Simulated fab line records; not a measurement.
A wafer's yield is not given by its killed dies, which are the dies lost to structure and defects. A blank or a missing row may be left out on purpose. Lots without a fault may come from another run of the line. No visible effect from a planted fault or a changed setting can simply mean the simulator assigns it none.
Split-lot experiment	flow gf180mcu	23 wafers read from 5 lots, route of 602 steps

== THE SPLIT ==
At GF_CONTACT_CVD_00 (deposits SiO2, target thk 300 nm, time 50 s), the setting sih4-flow-sccm was moved away from the recipe's 60 sccm on 6 of the 23 wafers read, by -9.3% to +6.1%. For the rest of the wafers, this setting stayed at what the recipe calls for.

Split to reading: the file shows no intervening step.

== THE READING ==
Values of CONTACT_CVD_00_THK in nm from GF_CONTACT_THK_MEAS_01. Typical for fault-free wafers on this fab line: 301 nm, with standard deviation 3.2 nm.

wafer	tool, chamber at the split	sih4-flow-sccm as run, sccm	against the recipe	CONTACT_CVD_00_THK, nm	against lot-mates on the recipe
L076.1	hdpcvd-02, 2	60	recipe	297	-
L076.2	hdpcvd-02, 1	60	recipe	300	-
L076.3	hdpcvd-02, 0	60	recipe	304	-
L076.5	hdpcvd-02, 1	60	recipe	302	-
L076.6	hdpcvd-02, 2	60	recipe	299	-
L078.1	hdpcvd-02, 0	63.64	+6.1%	320	+18
L078.2	hdpcvd-02, 2	63.64	+6.1%	315	+13
L078.3	hdpcvd-02, 1	60	recipe	302	-
L078.4	hdpcvd-02, 0	60	recipe	301	-
L078.6	hdpcvd-02, 1	60	recipe	303	-
L081.1	hdpcvd-02, 2	63.21	+5.4%	313	+13
L081.2	hdpcvd-02, 1	60	recipe	301	-
L081.3	hdpcvd-02, 0	63.21	+5.4%	318	+18
L081.4	hdpcvd-02, 0	60	recipe	298	-
L081.6	hdpcvd-02, 1	60	recipe	302	-
L080.1	hdpcvd-02, 2	60	recipe	296	-
L080.3	hdpcvd-02, 0	60	recipe	306	-
L080.5	hdpcvd-02, 0	60	recipe	305	-
L085.1	hdpcvd-02, 2	60	recipe	294	-
L085.2	hdpcvd-02, 1	60	recipe	302	-
L085.3	hdpcvd-02, 0	54.41	-9.3%	271	-29
L085.5	hdpcvd-02, 0	54.41	-9.3%	277	-23
L085.6	hdpcvd-02, 1	60	recipe	303	-

FIT RESULTS
A straight line over all 23 wafers: CONTACT_CVD_00_THK changes by +2.82 nm for each +1% of sih4-flow-sccm; r = +0.96; the points scatter about the line by 3.2 nm.
The same after taking each lot's own level away (the mean of its wafers on the recipe; 23 wafers): +2.72 nm for each +1%; r = +0.96; scatter 3 nm.
On that fit, the largest move of sih4-flow-sccm shifts the reading by 25 nm.
From 299.7 to 302.3 nm: that is the span of the lots' own levels, equal to 0.8 times the standard deviation above.
The two slopes agree, so the slope changes little with the lot-to-lot level.
Check: with one of the wafers moved furthest among these (-9.3%) left out of the fit, the line predicts -23.8 nm for it against its lot-mates. Against them it came out at -28.7 nm.

== FURTHER SPLITS ON THESE WAFERS ==
Note: prior to the reading, these wafers also went through further splits. Each is held against what the fit with the lots' levels taken away leaves over:
other split on the same wafers	wafers away from the commonest value	r with CONTACT_CVD_00_THK (lot level and that fit taken away)
GF_HV_LDD_EXPOSE_04 dose-mj	6	-0.02
GF_HV_LDD_COAT_14 spin-rpm	4	+0.06
GF_HV_LDD_SOFTBAKE_15 temp-c	6	+0.15
GF_HV_LDD_IMPLANT_36 dose-cm2	8	-0.20
GF_HV_LDD_CLEAN_51 time-s	18	+0.06
GF_NSD_COAT_02 spin-rpm	11	+0.05
GF_NSD_IMPLANT_10 energy-kev	8	+0.17
GF_PSD_EXPOSE_04 dose-mj	12	-0.33
GF_PSD_IMPLANT_09 energy-kev	7	-0.28

== THE WHOLE CHAIN: every reading that the file lists as answering this split, in the file's order ==
step	what it does	reading	change (the file's fit)	r (the file's)
GF_CONTACT_CVD_00	deposits SiO2, target thk 300 nm, time 50 s	SiO2_of_CONTACT_CVD_00.thk-nm (the simulator's own value, which no gauge read)	+2.74 nm for each +1% of the setting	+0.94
GF_CONTACT_THK_MEAS_01		CONTACT_CVD_00_THK	+2.73 for each +1% of the setting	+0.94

== FILE'S OWN FIT ==
CONTACT_CVD_00_THK changes by +2.73 nm for each +1% of sih4-flow-sccm, r = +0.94.
